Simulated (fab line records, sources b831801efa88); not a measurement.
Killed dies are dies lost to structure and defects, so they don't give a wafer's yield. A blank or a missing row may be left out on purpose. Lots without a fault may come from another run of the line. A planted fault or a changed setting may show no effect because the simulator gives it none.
One fault seen from 2 desks | flow gf180mcu | each desk has only its own numbers; what lay behind them comes last

THE METROLOGY DESK
What the gauges read, lot by lot, whatever tool the lot ran on: means of the sampled wafers that have a number. A lot is out of limits, marked OUT, if its mean lies more than 4 standard deviations from the usual mean; the brackets give that distance.
Columns: A = cd_nm at GF_V4_CD_MEAS_14, usual 260.0 nm
lot  | first seen here | A
L362 | day 25 04:09    | 259.6
L363 | day 25 18:31    | 259.8
L364 | day 25 19:32    | 258.4
L365 | day 26 08:53    | 258.2
L366 | day 26 19:10    | 259.8
L368 | day 27 01:37    | 261.2
L373 | day 28 19:14    | 259.9
L380 | day 30 11:53    | 260.9
L381 | day 30 17:19    | 260.3
L382 | day 31 02:18    | 261.6
L383 | day 31 04:48    | 259.6
L384 | day 31 10:04    | 258.7
This desk's finding: nothing out of limits on any of the 12 lots.

THE TOOL OWNER'S DESK: litho_track-03
The tool's own readings at GF_MIM_COAT_14 (resist thk 1000 nm): means of the sampled wafers that have a number, for each lot that ran on this tool. A lot is out of limits, marked OUT, if its mean lies more than 4 standard deviations from the usual mean; the brackets give that distance.
Columns: A = exhaust_pa at GF_MIM_COAT_14, usual 44.8 Pa
lot  | first seen here | A
L364 | day 26 07:55    | 44.4
L368 | day 27 13:46    | 44.4
L373 | day 29 06:15    | 45.5
This desk's finding: nothing out of limits on any of the 3 lots.

PUT TOGETHER
The metrology desk saw nothing out of limits.
The tool owner's desk saw nothing out of limits.

WHAT THE SIMULATOR HAD PUT IN
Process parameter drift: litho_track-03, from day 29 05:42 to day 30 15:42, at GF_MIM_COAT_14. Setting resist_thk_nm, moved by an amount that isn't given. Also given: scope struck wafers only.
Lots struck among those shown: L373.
